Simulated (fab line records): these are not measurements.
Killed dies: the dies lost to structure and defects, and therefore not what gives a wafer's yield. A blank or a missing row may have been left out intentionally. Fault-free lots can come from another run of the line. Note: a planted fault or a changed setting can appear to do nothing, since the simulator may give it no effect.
Problem report, 8D (eight disciplines) form, completed by code	flow gf180mcu	the parts of the form that need people (team, actions taken, sign-off) are left out

== 1. THE ISSUE ==
CONTACT_CVD_02_THK at GF_CONTACT_THK_MEAS_03 reads a mean of 1274 nm on 2 wafers of 2 lots; wafers without a fault read 861 nm with a standard deviation of 11. That is +38 standard deviations from the usual mean.
First seen on wafer L329.5, day 18 02:53, on film metro-03. The record has a number at this step for 38 wafers belonging to 13 lots. By rule, "out" or "out of limits" means more than 4 standard deviations away from the usual mean. The rest of the wafers with a number are treated as sound.

== 2. WHAT THIS IS AND IS NOT ==
question	is	is not
which readings at this step	CONTACT_CVD_02_THK	-
which lots	L329, L330	L321, L325, L326, L327, L328, L339, L340, L341, L342, L343, L344
which wafers of those lots	L329.5, L330.5	L329.3, L329.6, L330.1
read on which gauges	film metro-02, film metro-03	film metro-04
when	from day 18 02:53	up to then (17 sound wafers); but 19 sound wafers of L330, L339, L340, L341, L342, L343, L344 came after

== 3. WHAT RULES OUT EACH SUSPECT ==
Counting: any tool at a process step up to the reading remains a suspect provided it ran every lot that is out. Sound lots after the first of them don't rule it out here, since some wafers of a struck lot are sound.
- the gauge at GF_CONTACT_THK_MEAS_03: ruled out. Those wafers that are out were read across 2 gauges (film metro-02, film metro-03).
- pecvd-04 at GF_CONTACT_CVD_02 (deposits SiO2 from TEOS, target thk 860 nm, time 95.992 s): kept. Ran every lot that is out, first one L329 (day 18 02:47); last sound lot up to then L328 (day 17 10:50).
After counting, what remains is pecvd-04 at GF_CONTACT_CVD_02.

== 4. THE CAUSE (what the simulator had put in) ==
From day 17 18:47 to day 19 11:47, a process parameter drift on pecvd-04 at GF_CONTACT_CVD_02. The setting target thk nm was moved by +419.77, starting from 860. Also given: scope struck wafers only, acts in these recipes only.
The count eliminated every tool but this one.

== 5. THE CHAIN OF EFFECTS, in route order ==
One row per reading whose mean, taken over the struck wafers that have a number, lies over 3 standard deviations from the usual. Only readings whose record carries a usual standard deviation are examined. hours: median over the lots of the time between each lot's start at the first step of this table that gives one and its start at this step. sigmas: the change, counted in usual standard deviations.
hours	step	reading	usual	on struck wafers	change	sigmas
0	GF_CONTACT_THK_MEAS_03	CONTACT_CVD_02_THK	861 nm	1274	+414	+38
0	GF_CONTACT_CMP_04	time to endpoint s	111 s	253	+142	+22
Its process steps:
- GF_CONTACT_CMP_04: polishes SiO2.

== 6. WHAT WOULD HAVE CAUGHT IT SOONER ==
Counted from the fault's start at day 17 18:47, it took 8 hours until the first out-of-limits reading at a measuring or inspecting step in this record, taken at day 18 02:53.
Tool readings at GF_CONTACT_CVD_02 with a usual standard deviation given in the record: none out on any struck wafer, hence no alarm at a limit of 4 standard deviations on them.
Lots out: 2; of these, L330 started GF_CONTACT_CVD_02 on pecvd-04 after day 18 02:53. A tool hold placed at that time would have kept it from harm.
